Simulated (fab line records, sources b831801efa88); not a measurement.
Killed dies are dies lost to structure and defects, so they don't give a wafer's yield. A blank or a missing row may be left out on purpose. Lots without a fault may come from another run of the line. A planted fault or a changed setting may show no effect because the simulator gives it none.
Which tool did it? | flow gf180mcu | 13 lots, 39 wafers sampled, at 4 steps of a route of 602

WHAT THE GAUGES READ, wafer by wafer
GF_V1_CD_MEAS_14: target cd 260 nm. Usual: cd_nm 259.5 nm, standard deviation 1.1.
lot  | measured     | on        | cd_nm (nm)        | flag
L506 | day 18 01:09 | cd_sem-02 | 259.8 258.3 259.3 |
L507 | day 18 11:24 | cd_sem-02 | 258.4 259.7 259.8 |
L508 | day 19 02:39 | cd_sem-01 | 259.1 259.7 259.6 |
L509 | day 19 05:39 | cd_sem-01 | 261.1 260.2 261.8 |
L510 | day 19 21:43 | cd_sem-02 | 257.7 258.1 257.7 |
L511 | day 20 09:20 | cd_sem-02 | 259.0 258.3 259.2 |
L512 | day 20 19:37 | cd_sem-02 | 260.2 260.4 260.0 |
L513 | day 21 01:05 | cd_sem-02 | 261.5 260.3 259.8 |
L514 | day 21 06:18 | cd_sem-02 | 260.9 260.7 259.9 |
L515 | day 21 17:59 | cd_sem-02 | 258.6 258.0 257.1 |
L516 | day 22 00:14 | cd_sem-01 | 260.1 260.0 260.0 |
L517 | day 22 05:17 | cd_sem-01 | 259.6 260.8 259.7 |
L522 | day 24 01:03 | cd_sem-01 | 260.3 260.6 260.0 |

GF_V1_RS_MEAS_24: measures by four-point-probe. Usual: V1_W_RS 0.327 ohm/sq, standard deviation 0.0039.
lot  | measured     | on            | V1_W_RS (ohm/sq)  | flag
L506 | day 18 02:20 | film_metro-04 | 0.328 0.327 0.326 |
L507 | day 18 12:28 | film_metro-04 | 0.332 0.327 0.322 |
L508 | day 19 03:46 | film_metro-02 | 0.330 0.323 0.328 |
L509 | day 19 06:45 | film_metro-02 | 0.322 0.323 0.323 |
L510 | day 19 22:44 | film_metro-03 | 0.323 0.327 0.325 |
L511 | day 20 10:22 | film_metro-02 | 0.321 0.327 0.321 |
L512 | day 20 20:41 | film_metro-03 | 0.328 0.327 0.329 |
L513 | day 21 02:08 | film_metro-02 | 0.327 0.327 0.318 |
L514 | day 21 07:21 | film_metro-02 | 0.336 0.324 0.335 |
L515 | day 21 19:02 | film_metro-03 | 0.328 0.328 0.333 |
L516 | day 22 01:16 | film_metro-02 | 0.319 0.325 0.319 |
L517 | day 22 06:21 | film_metro-03 | 0.325 0.331 0.321 |
L522 | day 24 02:05 | film_metro-04 | 0.324 0.331 0.327 |

WHICH TOOL RAN EACH LOT (tool, then ch and the chambers of the sampled wafers, then the start)
lot  | GF_STI_CMP_25                | GF_HV_LDD_STRIP_22
L506 | cmp-01 ch 0,2,3, day 2 03:20 | plasma_asher-02 ch 0,1, day 10 19:42
L507 | cmp-02 ch 0,1,2, day 2 08:31 | plasma_asher-03 ch 0,1, day 11 01:20
L508 | cmp-02 ch 0,3, day 2 14:59   | plasma_asher-01 ch 0,1, day 11 11:47
L509 | cmp-02 ch 0,2,3, day 2 18:38 | plasma_asher-01 ch 0,1, day 11 17:11
L510 | cmp-01 ch 1,2, day 2 23:52   | plasma_asher-01 ch 0,1, day 12 01:52
L511 | cmp-01 ch 0,1,2, day 3 07:59 | plasma_asher-02 ch 0,1, day 12 15:27
L512 | cmp-02 ch 0,1, day 3 10:23   | plasma_asher-02 ch 0,1, day 12 19:19
L513 | cmp-02 ch 1,2,3, day 3 16:37 | plasma_asher-02 ch 0,1, day 13 02:50
L514 | cmp-02 ch 0,1,2, day 3 22:47 | plasma_asher-03 ch 0,1, day 13 09:50
L515 | cmp-01 ch 1,2,3, day 4 02:52 | plasma_asher-02 ch 0,1, day 13 18:44
L516 | cmp-01 ch 0,1, day 4 09:50   | plasma_asher-03 ch 0,1, day 14 01:42
L517 | cmp-01 ch 1,2,3, day 4 12:56 | plasma_asher-03 ch 0,1, day 14 07:42
L522 | cmp-01 ch 0,1,2, day 5 14:07 | plasma_asher-02 ch 0,1, day 15 22:40
- GF_STI_CMP_25: polishes, stops on Si3N4, t overpolish 33 s, target thk 524.6 nm.
- GF_HV_LDD_STRIP_22: strips in O2/N2.

WHAT THE TOOLS THEMSELVES READ (means of the sampled wafers that have a number; where no wafer has one, the mark that the record gives instead)
GF_STI_CMP_25. Usual: motor_current_A 11.9 A, standard deviation 0.83; overpolish_run_s 33.000 s, standard deviation 0.0094; time_to_endpoint_s 125 s, standard deviation 5.8.
lot  | tool   | motor_current_A (A) | overpolish_run_s (s) | time_to_endpoint_s (s) | flag
L506 | cmp-01 | 11.4                | 32.991               | 123                    |
L507 | cmp-02 | 11.9                | 33.005               | 126                    |
L508 | cmp-02 | 12.6                | 33.003               | 127                    |
L509 | cmp-02 | 12.2                | 33.002               | 128                    |
L510 | cmp-01 | 12.2                | 32.998               | 132                    |
L511 | cmp-01 | 11.9                | 33.008               | 126                    |
L512 | cmp-02 | 12.3                | 33.000               | 129                    |
L513 | cmp-02 | 12.2                | 32.999               | 123                    |
L514 | cmp-02 | 12.0                | 32.999               | 126                    |
L515 | cmp-01 | 11.9                | 32.994               | 122                    |
L516 | cmp-01 | 11.7                | 33.007               | 130                    |
L517 | cmp-01 | 11.7                | 32.999               | 127                    |
L522 | cmp-01 | 11.6                | 33.004               | 128                    |

GF_HV_LDD_STRIP_22. Usual: drypump_motor_current_A 5.8 A, standard deviation 0.53; heater_power_w 352 W, standard deviation 26; oes_product_au 0.716 a.u., standard deviation 0.0047; platen_temp_c 249.98 C, standard deviation 0.17; strip_time_to_endpoint_s 12.62 s, standard deviation 0.037.
lot  | tool            | drypump_motor_current_A (A) | heater_power_w (W) | oes_product_au (a.u.) | platen_temp_c (C) | strip_time_to_endpoint_s (s) | flag
L506 | plasma_asher-02 | 6.0                         | 333                | 0.716                 | 249.98            | 12.69                        |
L507 | plasma_asher-03 | 6.0                         | 378                | 0.717                 | 250.05            | 12.66                        |
L508 | plasma_asher-01 | 5.6                         | 360                | 0.720                 | 250.02            | 12.61                        |
L509 | plasma_asher-01 | 5.6                         | 360                | 0.717                 | 250.20            | 12.63                        |
L510 | plasma_asher-01 | 5.4                         | 339                | 0.718                 | 249.88            | 12.64                        |
L511 | plasma_asher-02 | 6.0                         | 337                | 0.717                 | 250.00            | 12.65                        |
L512 | plasma_asher-02 | 6.0                         | 335                | 0.717                 | 250.28            | 12.63                        |
L513 | plasma_asher-02 | 6.4                         | 335                | 0.713                 | 249.92            | 12.60                        |
L514 | plasma_asher-03 | 5.7                         | 375                | 0.713                 | 249.98            | 12.61                        |
L515 | plasma_asher-02 | 6.1                         | 334                | 0.717                 | 250.02            | 12.61                        |
L516 | plasma_asher-03 | 5.9                         | 366                | 0.711                 | 249.84            | 12.55                        |
L517 | plasma_asher-03 | 6.0                         | 373                | 0.714                 | 249.91            | 12.55                        |
L522 | plasma_asher-02 | 6.1                         | 337                | 0.888                 | 250.08            | -                            | OFF

THE ANSWER, worked out from the rows above alone
Rule: a lot is off if the mean of its wafers that have a number lies more than 3 standard deviations from the usual mean. A lot without any number at a reading at which 4 lots or more have one is off too. The other lots that the step has rows for count as sound. The gauges are gone through in route order, then the tools' own readings, and for those a lot's mean is taken as printed above. The first step at which some lot is off is used, and at that step the reading that is off furthest; a lot without a number counts as furthest.
Off: L522, at GF_HV_LDD_STRIP_22 (strip_time_to_endpoint_s). Without a number there: L522.
A tool fits if, at that step or a process step before it, it ran every lot that is off, and no sound lot after the first of them. Can't be told from this: 2 tools fit, cmp-01 at GF_STI_CMP_25, plasma_asher-02 at GF_HV_LDD_STRIP_22.

WHAT THE SIMULATOR HAD PUT IN
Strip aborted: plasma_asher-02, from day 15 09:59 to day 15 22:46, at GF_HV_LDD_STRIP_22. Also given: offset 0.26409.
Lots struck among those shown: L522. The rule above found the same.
